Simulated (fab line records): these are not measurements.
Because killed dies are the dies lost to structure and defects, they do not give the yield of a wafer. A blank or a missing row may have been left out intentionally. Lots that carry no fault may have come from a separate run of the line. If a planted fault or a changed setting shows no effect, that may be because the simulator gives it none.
Which of the tools did it?	flow gf180mcu	10 lots with 30 wafers sampled at 4 steps, on a route of 602 steps

WHAT THE GAUGES READ, wafer by wafer
GF_V3_RS_MEAS_24: uses a four-point probe to measure. Usual: V3_W_RS 0.332 ohm/sq, standard deviation 0.0031.
lot	measured	on	V3_W_RS (ohm/sq)	flag
L483	day 23 10:26	filmMetro-03	0.335 0.334 0.333	
L485	day 23 18:16	filmMetro-04	0.335 0.331 0.332	
L486	day 24 04:35	filmMetro-03	0.331 0.337 0.332	
L489	day 25 05:41	filmMetro-04	0.333 0.335 0.335	
L490	day 25 12:55	filmMetro-03	0.336 0.338 0.334	
L491	day 26 00:58	filmMetro-03	0.327 0.328 0.332	
L493	day 26 10:10	filmMetro-04	0.332 0.336 0.332	
L494	day 26 13:05	filmMetro-03	0.329 0.329 0.331	
L496	day 27 04:19	filmMetro-04	0.229 0.230 0.229	OFF
L497	day 27 12:38	filmMetro-04	0.230 0.231 0.231	OFF

GF_V3_THK_MEAS_25: measures by xrf. Usual: V3_W_THK 364 nm, standard deviation 6.1.
lot	measured	on	V3_W_THK (nm)	flag
L483	day 23 10:33	filmMetro-03	354 359 357	
L485	day 23 18:21	filmMetro-04	360 364 365	
L486	day 24 04:42	filmMetro-03	357 352 356	
L489	day 25 05:48	filmMetro-04	367 369 367	
L490	day 25 13:02	filmMetro-03	355 353 354	
L491	day 26 01:05	filmMetro-03	364 364 356	
L493	day 26 10:17	filmMetro-04	365 363 366	
L494	day 26 13:13	filmMetro-03	363 366 360	
L496	day 27 04:26	filmMetro-04	548 540 546	OFF
L497	day 27 12:46	filmMetro-04	549 545 548	OFF

EACH LOT AND THE TOOL THAT RAN IT (in order: tool; ch and the chambers of the sampled wafers; start)
lot	GF_V3_STRIP_18	GF_V3_CVD_23
L483	plasmaAsher-04 ch 0,1, day 23 09:40	cvdW-01 ch 0,1, day 23 10:19
L485	plasmaAsher-04 ch 0,1, day 23 17:27	cvdW-01 ch 0,1, day 23 18:07
L486	plasmaAsher-02 ch 0,1, day 24 03:50	cvdW-01 ch 0,1, day 24 04:28
L489	plasmaAsher-01 ch 0,1, day 25 04:56	cvdW-01 ch 0,1, day 25 05:34
L490	plasmaAsher-04 ch 0,1, day 25 12:03	cvdW-02 ch 1, day 25 12:43
L491	plasmaAsher-04 ch 0,1, day 26 00:13	cvdW-01 ch 0,1, day 26 00:51
L493	plasmaAsher-01 ch 0,1, day 26 09:24	cvdW-01 ch 0,1, day 26 10:04
L494	plasmaAsher-04 ch 0,1, day 26 12:20	cvdW-01 ch 0,1, day 26 12:59
L496	plasmaAsher-02 ch 0,1, day 27 03:34	cvdW-01 ch 0,1, day 27 04:13
L497	plasmaAsher-02 ch 0,1, day 27 11:54	cvdW-01 ch 0,1, day 27 12:32
- GF_V3_STRIP_18: strips in O2/N2.
- GF_V3_CVD_23: deposits W, target thk 350 nm, time 104.9 s.

WHAT THE TOOLS THEMSELVES READ (means of the sampled wafers that have a number; where no wafer has one, the mark that the record gives instead)
GF_V3_STRIP_18. Usual: drypumpMotorCurrentA 5.7 A, standard deviation 0.36; heaterPowerW 330 W, standard deviation 42; oesProductAu 0.594 a.u., standard deviation 0.0043.
lot	tool	drypumpMotorCurrentA (A)	heaterPowerW (W)	oesProductAu (a.u.)	flag
L483	plasmaAsher-04	5.3	352	0.594	
L485	plasmaAsher-04	5.3	386	0.589	
L486	plasmaAsher-02	6.1	325	0.590	
L489	plasmaAsher-01	5.9	297	0.593	
L490	plasmaAsher-04	5.3	390	0.596	
L491	plasmaAsher-04	5.3	386	0.595	
L493	plasmaAsher-01	5.9	302	0.599	
L494	plasmaAsher-04	5.3	384	0.592	
L496	plasmaAsher-02	6.1	326	0.591	
L497	plasmaAsher-02	6.1	330	0.600	

GF_V3_CVD_23. Usual: heaterPowerW 876 W, standard deviation 76; susceptorTempC 400.00 C, standard deviation 0.22.
lot	tool	heaterPowerW (W)	susceptorTempC (C)	flag
L483	cvdW-01	887	400.07	
L485	cvdW-01	943	400.10	
L486	cvdW-01	934	399.89	
L489	cvdW-01	930	399.75	
L490	cvdW-02	851	399.84	
L491	cvdW-01	893	400.23	
L493	cvdW-01	939	399.94	
L494	cvdW-01	936	399.98	
L496	cvdW-01	1015	420.72	OFF
L497	cvdW-01	1004	420.69	OFF

THE ANSWER, worked out from the rows above alone
Rule: take the mean of a lot's wafers that have a number; if it is more than 3 standard deviations from the usual mean, the lot is off. Also off: a lot with no number at a reading for which 4 or more lots have one. Any other lot the step has rows for is counted as sound. After the gauges, taken in route order, come the tools' own readings; for these a lot's mean is taken, as printed above. The first step at which some lot is off is used, and at that step the reading that is off furthest; a lot without a number counts as furthest.
Off: L496, L497, at GF_V3_RS_MEAS_24 (V3_W_RS).
A tool fits if, at a process step before that reading, it ran every lot that is off, and no sound lot after the first of them. The gauges at GF_V3_RS_MEAS_24 aren't tried: what is off there is off at GF_V3_CVD_23 too, on other tools, and a gauge's error can't cause that. This does not decide it: 2 tools fit, namely plasmaAsher-02 at GF_V3_STRIP_18 and cvdW-01 at GF_V3_CVD_23.

WHAT THE SIMULATOR HAD INSERTED
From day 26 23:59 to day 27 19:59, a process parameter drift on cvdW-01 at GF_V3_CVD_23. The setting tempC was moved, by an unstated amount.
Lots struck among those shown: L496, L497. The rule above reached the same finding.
